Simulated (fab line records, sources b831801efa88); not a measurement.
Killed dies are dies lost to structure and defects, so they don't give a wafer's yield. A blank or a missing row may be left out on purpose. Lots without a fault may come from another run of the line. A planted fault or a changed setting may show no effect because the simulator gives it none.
A struck lot beside a sound one | flow gf180mcu | 24 steps out of a route of 602
Sound: wafers L312.1, L312.2, L312.6. Struck: wafers L317.2, L317.3, L317.6. The cause comes at the end.
At each step with rows: each side's tool, then ch and its chambers, then its first start. Under that, the readings that differ: sound wafers | struck wafers | difference of the means | sigmas: that difference in standard deviations of wafers without a fault.
alike: readings whose means differ by less than 2 such deviations, and words and numbers that are the same on both sides. not compared: withheld readings, readings that some wafer has no value for, bounds like >300 that may hide the same value, and numbers for which the record gives no deviation and whose values overlap.
The two part at a step that has a row with sigmas, a row that says differs or no value, or rows on one side only. Numbers that don't overlap but have no deviation are shown without sigmas and don't part them. A reading that every wafer of one side lacks parts them only if that side has two wafers or more.

first, 1 step without rows for these wafers: GF_V4_SPUTTER_22 (material TiN, target thk 10 nm, time 40 s).
GF_V4_CVD_23: deposits W, target thk 350 nm, time 104.9 s.
  sound on cvd_w-01 ch 0,1, day 27 00:07; struck on cvd_w-01 ch 0, day 28 15:01
  alike: heater_power_w
GF_V4_RS_MEAS_24: measures by four-point-probe.
  sound on film_metro-03, day 27 00:14; struck on film_metro-04, day 28 15:09
  alike: V4_W_RS
GF_V4_THK_MEAS_25: measures by xrf.
  sound on film_metro-03, day 27 00:21; struck on film_metro-04, day 28 15:16
  alike: V4_W_THK
then, 3 steps without rows for these wafers: GF_V4_CMP_26 (polishes, stops on SiO2, t overpolish 15 s, target thk 0 nm); GF_MIM_SPUTTER_00 (material Ti, target thk 37.5 nm, time 150 s); GF_MIM_SPUTTER_01 (material TiN, target thk 30 nm, time 25 s).
GF_MIM_SPUTTER_02: material AlCu, target thk 450 nm, time 23.9 s.
  sound on pvd_sputter-02, day 27 00:50; struck on pvd_sputter-01, day 28 15:44
  alike: cathode_dc_power_W, chamber_pressure_pa, throttle_valve_pct
GF_MIM_SPUTTER_03: material Ti, target thk 10 nm, time 6.7 s.
  sound on pvd_sputter-02, day 27 00:52; struck on pvd_sputter-01, day 28 15:46
  alike: cathode_dc_power_W, chamber_pressure_pa, throttle_valve_pct
then, 1 step without rows for these wafers: GF_MIM_SPUTTER_04 (material TiN, target thk 50 nm, time 41.7 s).
GF_MIM_CVD_05: deposits Si3N4, target thk 42 nm, time 29.086 s.
  sound on pecvd-01 ch 0,1, day 27 00:56; struck on pecvd-02 ch 0,1,2, day 28 15:50
  alike: heater_power_w
GF_MIM_THK_MEAS_06:
  sound on film_metro-03, day 27 00:58; struck on film_metro-02, day 28 15:52
  alike: MIM_CVD_05_THK
GF_MIM_SPUTTER_07: material TiN, target thk 60 nm, time 50 s.
  sound on pvd_sputter-01, day 27 01:01; struck on pvd_sputter-04, day 28 15:55
  no value came back on the struck wafers for cathode_dc_power_W (W), chamber_pressure_pa (Pa), throttle_valve_pct (%); on the sound wafers cathode_dc_power_W (W) reads 6499.1 6501.5 6499.3
then, 9 steps without rows for these wafers: GF_MIM_SPUTTER_08 (material AlCu, target thk 200 nm, time 10.6 s); GF_MIM_SPUTTER_09 (material TiN, target thk 35 nm, time 30.44 s); GF_MIM_DEHYDRATE_12 (time 60 s); GF_MIM_HMDS_13 (prime time 60 s); GF_MIM_COAT_14 (resist thk 1000 nm); GF_MIM_SOFTBAKE_15 (time 60 s); GF_MIM_EXPOSE_16 (exposes mask FuseTop, target cd 2000 nm); GF_MIM_PEB_17; GF_MIM_DEVELOP_18 (develop time 60 s).
GF_MIM_METAL_ETCH_19: etches the open film in Cl2/BCl3, stops on Si3N4, target depth 324.5 nm, time 54.1 s.
  sound on rie_metal-01 ch 0,1, day 27 21:22; struck on rie_metal-04 ch 0,1, day 29 10:43
  reading                        | sound                | struck               | difference | sigmas
  chamber_pressure_mTorr (mTorr) | 8.001 7.991 7.990    | 8.005 8.015 8.015    | +0.018     | +3
  oes_product_au (a.u.)          | 0.934 0.944 0.937    | 0.985 0.984 0.988    | +0.047     | +8
  throttle_valve_pct (%)         | 28.276 28.283 28.292 | 28.234 28.223 28.226 | -0.056     | -6
  alike: drypump_motor_current_A
  not compared: rf_hours_counter_h
GF_MIM_STRIP_20: strips in O2/N2.
  sound on plasma_asher-02 ch 0,1, day 27 21:26; struck on plasma_asher-04 ch 1, day 29 10:47
  alike: chamber_pressure_mTorr, drypump_motor_current_A, heater_power_w, oes_product_au, strip_time_to_endpoint_s
  not compared: rf_hours_counter_h

WHERE THEY PART
First at GF_MIM_SPUTTER_07; last, within this record, at GF_MIM_METAL_ETCH_19. Later steps at which nothing parts them and some readings are alike: GF_MIM_STRIP_20.

WHY: what the simulator had put in
Skipped step whole: pvd_sputter-04, from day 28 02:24 on, at GF_MIM_SPUTTER_07. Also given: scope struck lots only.
